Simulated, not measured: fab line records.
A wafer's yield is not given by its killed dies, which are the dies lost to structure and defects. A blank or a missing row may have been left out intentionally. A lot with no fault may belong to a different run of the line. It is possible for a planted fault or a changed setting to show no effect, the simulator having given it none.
Which tool did it? :: flow sky130 :: 14 lots with 42 wafers sampled at 2 steps, on a route of 708 steps

## WHAT THE GAUGES READ, wafer by wafer
SKY_GATE_OXIDE_OVL_MEAS_10. Usual: GATE_OXIDE_OVL 0.5 nm, standard deviation 1.5.
lot: L698
measured: day 14 03:19
on: overlay-02
GATE_OXIDE_OVL (nm): 1.6 1.1 1.1
flag: 

lot: L699
measured: day 14 17:05
on: overlay-02
GATE_OXIDE_OVL (nm): 1.3 0.3 0.5
flag: 

lot: L700
measured: day 15 00:17
on: overlay-01
GATE_OXIDE_OVL (nm): 0.9 -0.6 0.8
flag: 

lot: L702
measured: day 15 14:08
on: overlay-01
GATE_OXIDE_OVL (nm): -1.6 -1.4 -1.8
flag: 

lot: L710
measured: day 18 13:56
on: overlay-01
GATE_OXIDE_OVL (nm): -1.4 -0.5 -3.2
flag: 

lot: L709
measured: day 18 19:07
on: overlay-02
GATE_OXIDE_OVL (nm): 1.4 0.3 0.8
flag: 

lot: L712
measured: day 19 09:02
on: overlay-01
GATE_OXIDE_OVL (nm): 1.1 2.5 1.4
flag: 

lot: L715
measured: day 20 00:02
on: overlay-02
GATE_OXIDE_OVL (nm): 1.4 1.9 0.7
flag: 

lot: L714
measured: day 20 00:10
on: overlay-01
GATE_OXIDE_OVL (nm): -2.0 -3.6 -1.3
flag: 

lot: L716
measured: day 20 10:19
on: overlay-02
GATE_OXIDE_OVL (nm): -1.2 -0.3 0.4
flag: 

lot: L717
measured: day 20 20:20
on: overlay-01
GATE_OXIDE_OVL (nm): 0.2 -0.5 1.1
flag: 

lot: L718
measured: day 21 05:38
on: overlay-01
GATE_OXIDE_OVL (nm): -2.6 -1.7 -1.3
flag: 

lot: L719
measured: day 21 13:05
on: overlay-02
GATE_OXIDE_OVL (nm): 2.0 1.9 1.9
flag: 

lot: L720
measured: day 22 21:32
on: overlay-02
GATE_OXIDE_OVL (nm): -0.8 -2.0 0.2
flag: 

SKY_POLY_CUT_OVL_MEAS_09. Usual: POLY_CUT_OVL -9 nm, standard deviation 7.5.
lot: L698
measured: day 24 14:56
on: overlay-02
POLY_CUT_OVL (nm): -3 1 1
flag: 

lot: L699
measured: day 25 03:31
on: overlay-02
POLY_CUT_OVL (nm): -10 -11 -8
flag: 

lot: L700
measured: day 25 17:59
on: overlay-02
POLY_CUT_OVL (nm): -13 -6 -10
flag: 

lot: L702
measured: day 26 04:29
on: overlay-01
POLY_CUT_OVL (nm): -4 -12 -15
flag: 

lot: L710
measured: day 29 05:42
on: overlay-02
POLY_CUT_OVL (nm): -15 -19 -24
flag: 

lot: L709
measured: day 29 06:26
on: overlay-02
POLY_CUT_OVL (nm): 1 -5 -1
flag: 

lot: L712
measured: day 29 17:07
on: overlay-01
POLY_CUT_OVL (nm): -1 1 -3
flag: 

lot: L715
measured: day 30 09:35
on: overlay-01
POLY_CUT_OVL (nm): 1 -3 3
flag: 

lot: L714
measured: day 30 11:38
on: overlay-01
POLY_CUT_OVL (nm): -19 -16 -21
flag: 

lot: L716
measured: day 30 17:53
on: overlay-01
POLY_CUT_OVL (nm): -11 -4 -4
flag: 

lot: L717
measured: day 31 02:38
on: overlay-01
POLY_CUT_OVL (nm): -17 -23 -21
flag: 

lot: L718
measured: day 31 11:53
on: overlay-01
POLY_CUT_OVL (nm): -9 -6 -7
flag: 

lot: L719
measured: day 31 19:52
on: overlay-02
POLY_CUT_OVL (nm): -8 -8 -8
flag: 

lot: L720
measured: day 32 18:44
on: overlay-02
POLY_CUT_OVL (nm): -10 -10 -9
flag: 

## EACH LOT AND THE TOOL THAT RAN IT (in order: tool; ch and the chambers of the sampled wafers; start)
No process step before these readings appears in the record.

## WHAT THE TOOLS THEMSELVES READ (means of the sampled wafers that have a number; where no wafer has one, the mark that the record gives instead)
The record holds no such reading with a usual standard deviation.

## THE ANSWER, worked out from the rows above alone
Rule: take the mean of a lot's wafers that have a number; if it is more than 3 standard deviations from the usual mean, the lot is off. A lot without any number at a reading at which 4 lots or more have one is off too. Any other lot the step has rows for is counted as sound. The gauges are gone through in route order, then the tools' own readings, and for those a lot's mean is taken as printed above. At the first step where some lot is off, the reading lying furthest off is the one used; lots without a number count as furthest.
Across all readings shown, no lot is off: no conclusion can be drawn from this.

## WHAT THE SIMULATOR PUT IN
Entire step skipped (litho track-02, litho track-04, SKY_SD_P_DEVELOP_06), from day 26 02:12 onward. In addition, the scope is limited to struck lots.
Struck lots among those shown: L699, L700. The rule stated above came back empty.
